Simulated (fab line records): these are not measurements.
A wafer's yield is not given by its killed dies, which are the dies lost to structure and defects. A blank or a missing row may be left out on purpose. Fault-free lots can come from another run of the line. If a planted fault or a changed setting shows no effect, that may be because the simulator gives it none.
A struck lot beside a sound one | flow sfq line | 28 steps out of a route of 325
Sound: the wafers L431.1, L431.2, L431.5. Struck: wafers L427.2, L427.4. (L427.6 of the same lot was not struck and is left out.) The cause comes at the end.
Order at every step that has rows: each side's tool, ch and its chambers, its first start. Under that, the readings that differ: sound wafers | struck wafers | difference of the means | sigmas: that difference in standard deviations of wafers without a fault.
alike: a reading whose means differ by less than 2 such deviations, as well as words and numbers matching on both sides. not compared: withheld readings; readings where some wafer has no value; bounds like >300 that might hide an equal value; numbers whose values overlap and for which the record gives no deviation.
The two part at a step that has a row with sigmas, a row that says differs or no value, or rows on one side only. When numbers do not overlap yet have no deviation, they are printed without sigmas and do not part them. Lack of a reading on every wafer of one side parts them only where that side has two or more wafers.

first, 6 steps without rows for these wafers: SFQ_TRILAYER_M3_LITHO_COAT_080 (resist thk 62 nm); SFQ_TRILAYER_M3_LITHO_COAT_075 (resist thk 600 nm); SFQ_TRILAYER_M3_LITHO_SOFTBAKE_079; SFQ_TRILAYER_M3_LITHO_EXPOSE_076 (exposes mask M3, target cd 500 nm); SFQ_TRILAYER_M3_LITHO_PEB_078 (peb time 60 s); SFQ_TRILAYER_M3_LITHO_DEVELOP_077 (time 60 s).
SFQ_M3_OVL_MEAS_921:
  sound on overlay-02 at day 33 12:52; struck on overlay-02 at day 32 02:04
  alike: M3_OVL
SFQ_TRILAYER_M3_BARC_OPEN_METAL_ETCH_100: etches BARC in O2, target depth 125 nm, time 41.7 s.
  sound on rie metal-03 ch 0,1, day 33 12:53; struck on rie metal-04 ch 1, day 32 02:05
  alike: drypump motor current A, oes product au
  not compared: rf hours counter h
SFQ_TRILAYER_M3_ETCH_METAL_ETCH_078: etches Nb in Cl2/Ar, stops on SiO2, target depth 240 nm, time 120 s.
  sound on rie metal-03 ch 0,1, day 33 12:57; struck on rie metal-04 ch 1, day 32 02:09
  alike: drypump motor current A, oes product au
  not compared: rf hours counter h
then, 2 steps without rows for these wafers: SFQ_TRILAYER_M3_STRIP_STRIP_079 (strips in O2); SFQ_TRILAYER_M3_STRIP_SOLV_CLEAN_080 (cleans in NMP, time 600 s).
SFQ_TRILAYER_I3_DEP_PECVD_081: deposits SiO2 from SiH4/N2O, time 111.11 s, target thk 500 nm.
  sound on pecvd-03 ch 0,2, day 33 13:51; struck on pecvd-03 ch 0,2, day 32 03:03
  alike: heater power w, susceptor temp C, throttle valve pct
SFQ_TRILAYER_I3_CMP_CMP_082: polishes SiO2.
  sound on cmp-01 ch 1,2,3, day 34 19:38; struck on cmp-02 ch 2,3, day 33 12:30
  reading                                             | sound             | struck      | difference | sigmas
  retaining ring pressure frac                        | 0.998 1.002 1.001 | 0.992 0.987 | -0.011     | -3
  model.SiO2_of_TRILAYER_I3_DEP_PECVD_081.thk nm (nm) | 200.7 199.6 198.7 | 219.2 217   | +18.4      |
  alike: motor current A, slurry flow ml min, time to endpoint s
SFQ_I3_BOW_MEAS_922:
  sound on film metro-04 at day 34 22:08; struck on film metro-01 at day 33 15:31
  alike: I3_BOW
SFQ_TRILAYER_I3_METRO_MEASURE_083:
  sound on film metro-04 at day 34 22:16; struck on film metro-01 at day 33 15:49
  reading     | sound             | struck      | difference | sigmas
  thk nm (nm) | 200.7 199.5 198.8 | 219.0 217.0 | +18.3      | +13
then, 6 steps without rows for these wafers: SFQ_TRILAYER_I3_VIA_LITHO_COAT_090 (resist thk 62 nm); SFQ_TRILAYER_I3_VIA_LITHO_COAT_085 (resist thk 650 nm); SFQ_TRILAYER_I3_VIA_LITHO_SOFTBAKE_089; SFQ_TRILAYER_I3_VIA_LITHO_EXPOSE_086 (exposes mask I3, target cd 500 nm); SFQ_TRILAYER_I3_VIA_LITHO_PEB_088 (peb time 60 s); SFQ_TRILAYER_I3_VIA_LITHO_DEVELOP_087 (time 60 s).
-- the record jumps here: 3 days lie between the struck wafers' starts before and after --
SFQ_I3_OVL_MEAS_923:
  sound on overlay-01 at day 38 09:22; struck on overlay-01 at day 36 23:59
  alike: I3_OVL
then, 1 step without rows for these wafers: SFQ_TRILAYER_I3_VIA_BARC_OPEN_VIA_ETCH_121 (etches BARC in O2, target depth 125 nm, time 41.7 s).
SFQ_TRILAYER_I3_VIA_ETCH_VIA_ETCH_088: etches SiO2 in CHF3, stops on Nb, target depth 260 nm.
  sound on rie diel-02 ch 2,3, day 38 09:27; struck on rie diel-04 ch 1,3, day 37 00:03
  reading                        | sound             | struck      | difference | sigmas
  oes product au (a.u.)          | 0.857 0.850 0.847 | 0.900 0.894 | +0.046     | +8
  model.I3.feature depth nm (nm) | 200.7 199.6 198.7 | 219.2 217   | +18.4      |
  model.etch.depth nm (nm)       | 200.7 199.6 198.7 | 219.2 217   | +18.4      |
  alike: drypump motor current A
SFQ_TRILAYER_I3_VIA_STRIP_STRIP_089: strips in O2.
  sound on rie metal-01 ch 0,1, day 38 09:34; struck on rie metal-01 ch 0, day 37 00:10
  alike: drypump motor current A, oes product au
  not compared: rf hours counter h
then, 1 step without rows for these wafers: SFQ_TRILAYER_I3_VIA_STRIP_SOLV_CLEAN_090 (cleans in NMP, time 600 s).
SFQ_TRILAYER_M4_DEP_PRE_CLEAN_092: time 22.5 s.
  sound on pvd sputter-06 at day 38 10:21; struck on pvd sputter-05 at day 37 00:56
  reading                                             | sound             | struck      | difference | sigmas
  model.SiO2_of_TRILAYER_I3_DEP_PECVD_081.thk nm (nm) | 193.2 192.1 191.2 | 211.7 209.5 | +18.4      |
SFQ_TRILAYER_M4_DEP_SPUTTER_091: material Nb, target thk 200 nm, time 133.3 s.
  sound on pvd sputter-06 at day 38 10:23; struck on pvd sputter-05 at day 37 00:58
  alike: base pressure pa, chamber pressure pa, throttle valve pct

WHERE THEY PART
At SFQ_TRILAYER_I3_CMP_CMP_082 first; at SFQ_TRILAYER_I3_VIA_ETCH_VIA_ETCH_088 last (within this record only). Later steps at which nothing parts them and some readings are alike: SFQ_TRILAYER_I3_VIA_STRIP_STRIP_089, SFQ_TRILAYER_M4_DEP_SPUTTER_091.

WHY: what the simulator had put in
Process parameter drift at SFQ_TRILAYER_I3_CMP_CMP_082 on cmp-02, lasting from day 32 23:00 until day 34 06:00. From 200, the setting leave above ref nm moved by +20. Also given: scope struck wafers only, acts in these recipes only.
